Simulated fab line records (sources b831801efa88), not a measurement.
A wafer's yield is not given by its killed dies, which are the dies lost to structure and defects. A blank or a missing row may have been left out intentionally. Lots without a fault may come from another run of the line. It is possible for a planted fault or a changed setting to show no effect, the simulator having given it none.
Matching of chambers    flow sfq line    rie diel-02 running SFQ_TRILAYER_I0_VIA_ETCH_VIA_ETCH_034: 4 sister chambers
The step etches SiO2 in CHF3, stops on Nb, target depth 260 nm. 14 wafers are shown with their chamber, then 7 later ones without.

## WAFERS WITH THEIR CHAMBER
wafer   chamber  drypump motor current A (A)  oes product au (a.u.)  bias w (W)
L788.1  1        6.1                          0.855                  79.55
L788.5  3        5.9                          0.858                  79.57
L788.6  0        5.5                          0.846                  79.86
L789.1  0        5.5                          0.848                  79.95
L789.2  3        5.9                          0.850                  80.02
L789.6  1        6.1                          0.851                  80.43
L791.1  0        5.5                          0.859                  79.78
L791.3  1        6.1                          0.847                  80.09
L791.4  3        5.9                          0.862                  80.41
L793.1  2        5.8                          0.854                  79.79
L793.2  1        6.1                          0.847                  79.90
L793.3  0        5.6                          0.856                  79.72
L794.2  2        5.9                          0.845                  80.04
L794.3  1        6.1                          0.850                  80.17

SIGNATURES (averages over the wafers above)
reading                  chamber 0  chamber 1  chamber 2  chamber 3  scatter within a chamber
drypump motor current A  5.525      6.100      5.850      5.900      0.0354
oes product au           0.85225    0.85000    0.84950    0.85667    0.00525
bias w                   79.8275    80.0280    79.9150    80.0000    0.291
Rule: a wafer lies at a distance from a chamber equal to the root of the sum of squares, over the readings, of (its reading less the chamber's mean, divided by the reading's scatter). The wafer belongs to the nearest chamber; if the next one is less than 2 further off, it can't be placed. The scatter is the square root of a quotient: the sum, over the shown wafers, of each reading's squared deviation from its chamber's mean, divided by wafers minus chambers.

## WAFERS MISSING THEIR CHAMBER
wafer   drypump motor current A (A)  oes product au (a.u.)  bias w (W)
L794.4  5.8                          0.852                  79.59
L797.2  5.8                          0.854                  79.79
L797.5  6.1                          0.855                  79.78
L797.6  5.9                          0.846                  79.99
L811.1  5.8                          0.848                  79.93
L811.2  5.5                          0.851                  80.03
L811.4  6.1                          0.856                  80.54

## WHICH CHAMBER EACH ONE RAN IN
wafer   from the rows above      in truth
L794.4  can't be placed: 2 or 3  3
L797.2  can't be placed: 2 or 3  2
L797.5  1                        1
L797.6  can't be placed: 2 or 3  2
L811.1  can't be placed: 2 or 3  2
L811.2  0                        0
L811.4  1                        1
Correctly placed: 3 of 7. From these rows, 4 cannot be placed; in 4 the true chamber is one of the candidates. Number placed wrongly: 0.
